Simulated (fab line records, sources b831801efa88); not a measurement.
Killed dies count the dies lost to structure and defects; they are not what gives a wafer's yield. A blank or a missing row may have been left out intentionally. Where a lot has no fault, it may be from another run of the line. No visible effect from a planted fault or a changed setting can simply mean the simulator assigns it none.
fab line records	flow sky130
record lots=11	wafers=33	last-day=50
route steps=708 shown POLY_GATE@213 RES_PROTECT@214 SD_P@330 LI_CONTACT@364 CONTACT@421
lots untouched by any fault: they come from a run of this same line in which no faults occurred
start-h: the number of hours between the record's first day and the start of the first shown wafer of the lot	wait-h: time in hours since the lot's previous step	" unchanged from the row above	L1.1+2: several wafers, shown together as one row	- no value, or no start given	* or withheld: withheld	< > ~ a bound
route shown NAME@n: a module of which the file shows steps, and the number in the route of the first	usual: mean/standard deviation of fault-free wafers	same: alike in all rows	chamber/n: place in a boat	sites: the reading at each site	_std_site: standard deviation across them	_edge_site: mean of outer sites minus mean of inner sites	radius-mm: for every site, how far away it sits from the centre of the wafer	mask NAME#n: copy n	behind: the most recent tool/chamber to have shaped the wafer	hold: why the lot went on hold/how many hours it stayed there/how the hold came to an end	device: whichever transistor did not switch (one of n, p or np)	end of line: at the end of the route, the tests of the same wafers	step lacking rows: just its recipe	killed: count of dies lost to structure and defects at first sort (not the wafer's yield)	map: shows each die of a wafer: x if killed, . if not, _ if none is there
set.NAME: the setting that was run; set.NAME@STEP: the one run at that earlier step	model.NAME: the simulator's own value behind a step, which no gauge read
steps of the route over a sample of lots; a table a step, a row a wafer
services: when a tool's chamber went out of use (start-h, in hours from the record's first day, below 0 if earlier), for how many hours, and the reason
## steps
# step SKY_POLY_GATE_IMPLANT_02
# recipe species=P	energy-kev=30	dose-cm2=7.7e+15	tilt-deg=0
# usual beam-on-s=35.5/1.9	end-station-pressure-torr=1.08e-05/7.1e-07
lot.wafer	tool	chamber	start-h	wait-h	beam-on-s	end-station-pressure-torr
L173.2	implanter-04	0	347.85	0.1	34.7	9.9e-06
L173.3	"	0	"	"	35.7	1.16e-05
L173.6	"	0	"	"	35.0	1.08e-05
L176.1	implanter-03	0	376.58	0.1	37.8	9.6e-06
L176.3	"	0	"	"	37.6	1.08e-05
L176.4	"	0	"	"	37.6	1.05e-05
L177.3	implanter-01	0	385.52	0.1	33.1	1.2e-05
L177.4	"	0	"	"	33.1	1.12e-05
L177.6	"	0	"	"	33.8	1.16e-05
L181.2	implanter-04	0	425.14	0.1	34.0	9.6e-06
L181.4	"	0	"	"	35.4	1.06e-05
L181.5	"	0	"	"	34.9	1.09e-05
L182.4	implanter-03	0	431.44	0.1	38.6	1.03e-05
L182.5	"	0	"	"	38.9	1.04e-05
L182.6	"	0	"	"	36.6	1.1e-05
L183.1	implanter-04	0	441.18	0.1	33.0	1.09e-05
L183.3	"	0	"	"	35.8	1.03e-05
L183.4	"	0	"	"	34.5	1.1e-05
L186.1	implanter-03	0	461.67	0.1	42.8	4.43e-05
L186.3	"	0	"	"	42.0	4.83e-05
L186.4	"	0	"	"	43.1	4.99e-05
L187.1	implanter-04	0	470.97	0.1	35.2	1.12e-05
L187.2	"	0	"	"	34.6	1.12e-05
L187.6	"	0	"	"	33.4	1.18e-05
L188.2	implanter-03	0	473.00	0.1	42.1	4.89e-05
L188.4	"	0	"	"	41.2	5.03e-05
L188.5	"	0	"	"	42.6	4.52e-05
L189.2	implanter-01	0	481.30	0.1	33.1	1.13e-05
L189.5	"	0	"	"	34.4	1.14e-05
L189.6	"	0	"	"	34.2	1.28e-05
L195.2	implanter-04	0	535.49	0.1	34.2	1.17e-05
L195.4	"	0	"	"	34.2	1.08e-05
L195.5	"	0	"	"	35.1	1.15e-05
# step SKY_RES_PROTECT_STRIP_07
# recipe chemistry=O2/N2	power-w=1400	pressure-mtorr=1500	platen-temp-c=withheld	o2-flow-sccm=3000	n2-flow-sccm=300	overash-fraction=0.5
# usual drypump-motor-current-A=5.7/0.36	oes-product-au=0.518/0.0051	strip-time-to-endpoint-s=23.32/0.046
# same overash-fraction=0.5
lot.wafer	tool	chamber	start-h	wait-h	drypump-motor-current-A	oes-product-au	rf-hours-counter-h	strip-time-to-endpoint-s
L173.2	plasma-asher-03	1	347.97	0.1	5.8	0.521	55	23.27
L173.3	"	1	"	"	5.8	0.522	-	23.29
L173.6	"	1	"	"	5.8	0.516	-	23.33
L176.1	plasma-asher-02	0	376.73	0.1	5.7	0.513	26	23.35
L176.3	"	1	"	"	5.8	0.518	-	23.38
L176.4	"	0	"	"	5.7	0.514	-	23.35
L177.3	plasma-asher-03	0	385.65	0.1	4.9	0.516	-	23.37
L177.4	"	1	"	"	5.8	0.510	-	23.39
L177.6	"	1	"	"	5.8	0.521	-	23.41
L181.2	plasma-asher-03	1	425.27	0.1	5.8	0.514	63	23.35
L181.4	"	0	"	"	4.9	0.519	-	23.34
L181.5	"	0	"	"	4.9	0.512	-	23.32
L182.4	plasma-asher-02	0	431.55	0.1	5.7	0.522	-	23.32
L182.5	"	0	"	"	5.7	0.518	-	23.34
L182.6	"	1	"	"	5.8	0.514	-	23.36
L183.1	plasma-asher-01	0	441.33	0.1	5.9	0.521	70	23.26
L183.3	"	1	"	"	5.9	0.509	-	23.24
L183.4	"	0	"	"	5.9	0.509	-	23.25
L186.1	plasma-asher-02	1	461.82	0.1	5.8	0.520	35	23.88
L186.3	"	0	"	"	5.7	0.520	-	23.89
L186.4	"	1	"	"	5.8	0.511	-	23.85
L187.1	plasma-asher-03	0	471.12	0.1	4.9	0.525	68	23.39
L187.2	"	1	"	"	5.8	0.527	68	23.36
L187.6	"	0	"	"	4.9	0.508	-	23.41
L188.2	plasma-asher-03	1	473.12	0.1	5.8	0.513	68	23.82
L188.4	"	1	"	"	5.8	0.517	-	23.85
L188.5	"	1	"	"	5.8	0.504	-	23.84
L189.2	plasma-asher-02	1	481.42	0.1	5.8	0.516	37	23.30
L189.5	"	0	"	"	5.7	0.516	-	23.32
L189.6	"	1	"	"	5.8	0.525	-	23.31
L195.2	plasma-asher-01	0	535.62	0.1	5.8	0.523	81	23.31
L195.4	"	0	"	"	5.9	0.512	-	23.34
L195.5	"	1	"	"	5.9	0.513	-	23.30
# step SKY_SD_P_STRIP_10
# recipe chemistry=O2/N2	power-w=1400	pressure-mtorr=1500	platen-temp-c=withheld	o2-flow-sccm=3000	n2-flow-sccm=300	overash-fraction=0.5
# usual drypump-motor-current-A=5.7/0.36	oes-product-au=0.617/0.0046	strip-time-to-endpoint-s=17.51/0.035
# same overash-fraction=0.5
lot.wafer	tool	chamber	start-h	wait-h	drypump-motor-current-A	oes-product-au	rf-hours-counter-h	strip-time-to-endpoint-s
L173.2	plasma-asher-03	1	594.93	0.1	5.8	0.613	76	17.50
L173.3	"	1	"	"	5.8	0.625	-	17.51
L173.6	"	1	"	"	5.8	0.616	-	17.51
L176.1	plasma-asher-01	0	626.37	0.1	5.8	0.616	89	17.52
L176.3	"	1	"	"	5.9	0.624	-	17.50
L176.4	"	0	"	"	5.9	0.617	-	17.48
L177.3	plasma-asher-03	0	635.51	0.1	4.9	0.619	-	17.50
L177.4	"	1	"	"	5.8	0.616	-	17.48
L177.6	"	1	"	"	5.8	0.620	-	17.46
L181.2	plasma-asher-03	1	670.68	0.1	5.8	0.616	84	17.51
L181.4	"	1	"	"	5.8	0.608	-	17.53
L181.5	"	0	"	"	4.9	0.619	-	17.54
L182.4	plasma-asher-01	1	678.17	0.1	5.9	0.620	-	17.52
L182.5	"	0	"	"	5.9	0.613	-	17.46
L182.6	"	1	"	"	5.9	0.619	-	17.47
L183.1	plasma-asher-02	1	686.93	0.1	5.8	0.613	58	17.54
L183.3	"	0	"	"	5.7	0.622	-	17.52
L183.4	"	1	"	"	5.8	0.616	-	17.53
L186.1	plasma-asher-02	0	704.47	0.1	5.7	0.618	60	17.47
L186.3	"	0	"	"	5.7	0.622	-	17.48
L186.4	"	1	"	"	5.8	0.619	-	17.43
L187.1	plasma-asher-03	1	714.32	0.1	5.8	0.606	88	17.49
L187.2	"	0	"	"	4.9	0.611	88	17.56
L187.6	"	0	"	"	4.9	0.621	-	17.52
L188.2	plasma-asher-02	0	716.03	0.1	5.7	0.623	61	17.54
L188.4	"	1	"	"	5.8	0.616	-	17.53
L188.5	"	0	"	"	5.7	0.619	-	17.55
L189.2	plasma-asher-01	0	723.43	0.1	5.8	0.616	98	17.52
L189.5	"	1	"	"	5.9	0.627	-	17.49
L189.6	"	0	"	"	5.8	0.621	-	17.52
L195.2	plasma-asher-01	1	770.68	0.1	5.9	0.623	3	17.48
L195.4	"	0	"	"	5.8	0.617	-	17.46
L195.5	"	1	"	"	5.9	0.612	-	17.51
# step SKY_LI_CONTACT_CMP_02
# recipe material=PSG	down-force-psi=4	platen-rpm=60	pad-velocity-m-s=0.94248
# usual motor-current-A=12.1/1.7	platen-rpm=59.99/0.044	slurry-filter-dp-kPa=13.49/0.15	time-to-endpoint-s=32.6/2.7
lot.wafer	tool	chamber	start-h	wait-h	motor-current-A	platen-rpm	slurry-filter-dp-kPa	time-to-endpoint-s
L173.3	cmp-01	1	654.64	0.3	13.3	60.07	13.70	36.2
L173.2	"	3	"	"	9.0	59.95	13.35	34.2
L173.6	"	1	"	"	12.4	60.03	13.42	33.9
L176.4	cmp-02	3	685.10	0.0	13.6	60.02	13.38	33.8
L176.3	"	0	"	"	11.9	60.07	13.39	39.0
L176.1	"	2	"	"	13.8	60.01	13.09	35.0
L177.3	cmp-02	0	693.30	0.0	11.7	60.02	13.50	33.5
L177.4	"	2	"	"	13.9	60.06	13.43	32.4
L177.6	"	0	"	"	11.9	59.97	13.09	34.0
L181.4	cmp-02	2	728.26	0.1	14.2	60.01	13.49	34.0
L181.2	"	3	"	"	13.2	59.95	13.58	32.8
L181.5	"	1	"	"	12.9	59.96	13.61	32.8
L182.4	cmp-02	3	734.97	0.1	14.0	59.98	13.47	32.7
L182.6	"	2	"	"	13.1	59.99	13.59	32.2
L182.5	"	3	"	"	13.7	59.94	13.35	34.9
L183.3	cmp-01	3	744.90	0.0	9.1	59.96	13.39	32.8
L183.4	"	0	"	"	10.0	59.99	13.74	34.2
L183.1	"	2	"	"	13.2	59.99	13.37	30.3
L186.1	cmp-02	1	760.60	0.1	13.2	60.02	13.34	28.2
L186.3	"	2	"	"	13.2	60.01	13.53	29.2
L186.4	"	0	"	"	11.9	60.03	13.68	27.6
L187.1	cmp-02	1	770.41	0.1	13.1	60.01	13.28	31.5
L187.2	"	3	"	"	13.7	59.99	13.41	33.5
L187.6	"	0	"	"	11.7	59.95	13.52	34.3
L188.4	cmp-01	3	772.70	0.1	9.1	59.96	13.24	31.0
L188.2	"	0	"	"	9.5	60.04	13.42	30.7
L188.5	"	3	"	"	10.0	60.00	13.38	29.4
L189.2	cmp-02	0	780.31	0.2	11.0	60.01	13.73	35.3
L189.5	"	1	"	"	12.4	59.99	13.55	32.7
L189.6	"	2	"	"	13.6	59.95	13.62	32.2
L195.2	cmp-02	3	824.76	0.0	13.6	59.97	13.68	28.6
L195.4	"	0	"	"	11.7	60.04	13.65	29.8
L195.5	"	0	"	"	11.4	60.04	13.69	35.0
# step SKY_CONTACT_OVL_MEAS_15
# usual CONTACT_OVL=0/5.6
lot.wafer	tool	chamber	start-h	wait-h	CONTACT_OVL[nm]
L173.2	overlay-02	-	742.05	0.1	0
L173.3	"	-	"	"	-5
L173.6	"	-	"	"	8
L176.1	overlay-02	-	771.75	0.1	2
L176.3	"	-	"	"	4
L176.4	"	-	"	"	3
L177.3	overlay-02	-	780.56	0.1	2
L177.4	"	-	"	"	4
L177.6	"	-	"	"	5
L181.2	overlay-01	-	811.60	0.1	-5
L181.4	"	-	"	"	-4
L181.5	"	-	"	"	-4
L182.4	overlay-01	-	819.51	0.1	-3
L182.5	"	-	"	"	-2
L182.6	"	-	"	"	-2
L183.1	overlay-01	-	827.39	0.1	8
L183.3	"	-	"	"	6
L183.4	"	-	"	"	1
L186.1	overlay-02	-	843.65	0.1	9
L186.3	"	-	"	"	10
L186.4	"	-	"	"	8
L187.1	overlay-02	-	851.55	0.1	2
L187.2	"	-	"	"	-7
L187.6	"	-	"	"	2
L188.2	overlay-01	-	854.50	0.1	8
L188.4	"	-	"	"	4
L188.5	"	-	"	"	1
L189.2	overlay-02	-	862.30	0.1	-5
L189.5	"	-	"	"	-4
L189.6	"	-	"	"	-10
L195.2	overlay-02	-	904.10	0.1	-7
L195.4	"	-	"	"	-15
L195.5	"	-	"	"	-11
## services
tool	chamber	start-h	hours	kind
plasma-asher-02	-	324.98	1.7	repair
plasma-asher-01	-	334.95	8.4	repair
cmp-02	-	349.84	2.1	repair
cmp-02	-	359.57	32.8	repair
implanter-04	-	362.69	8.8	repair
cmp-02	-	403.14	1.5	repair
cmp-02	-	404.65	4.0	pm
plasma-asher-03	-	418.12	2.8	pm
plasma-asher-01	-	445.00	2.0	repair
cmp-02	-	457.15	1.3	repair
plasma-asher-03	-	494.48	44.3	pm
cmp-02	-	517.09	3.0	pm
plasma-asher-02	-	567.58	1.8	repair
plasma-asher-01	-	597.15	1.4	repair
cmp-02	-	636.44	2.1	repair
cmp-02	-	643.02	1.9	repair
cmp-02	-	661.80	2.1	repair
cmp-02	-	687.16	3.8	pm
plasma-asher-03	-	723.94	6.9	repair
plasma-asher-01	-	733.75	9.0	pm
cmp-02	-	744.68	4.0	pm
cmp-02	-	797.60	1.1	repair
plasma-asher-03	-	810.41	15.6	pm
cmp-02	-	820.43	0.6	repair
## key
first-sign step=SKY_POLY_GATE_IMPLANT_02	reading=end-station-pressure-torr	direction=up	sigmas=52	usual=1.08e-05	struck=4.78e-05
effect step=SKY_POLY_GATE_IMPLANT_02	reading=beam-on-s	direction=up	sigmas=3.7	usual=35.5	struck=42.3
effect step=SKY_RES_PROTECT_STRIP_07	reading=strip-time-to-endpoint-s	direction=up	sigmas=11	usual=*	struck=*
met-at SKY_POLY_GATE_IMPLANT_02
struck-lots L186,L188
tester-left-out L186,L188
not-acting-at SKY_SD_P_STRIP_10,SKY_LI_CONTACT_CMP_02,SKY_CONTACT_OVL_MEAS_15
onset-between 431.44 461.67
fault kind=process-parameter-drift	tool=implanter-03	chamber=-	onset-h=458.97	steps=SKY_POLY_GATE_IMPLANT_02	channel=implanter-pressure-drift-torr	offset=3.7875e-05	shape=step	end-h=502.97
fault kind=process-parameter-drift	tool=implanter-03	chamber=-	onset-h=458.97	steps=SKY_POLY_GATE_IMPLANT_02	channel=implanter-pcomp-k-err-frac	offset=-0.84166	shape=step	end-h=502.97
# tester-left-out: of these lots the tester's yield and bins aren't shown, on N5 and GAA mostly nor the transistor test; their killed dies are dies lost to structure and defects alone, not to doping, threshold or leakage, so they don't give the yield
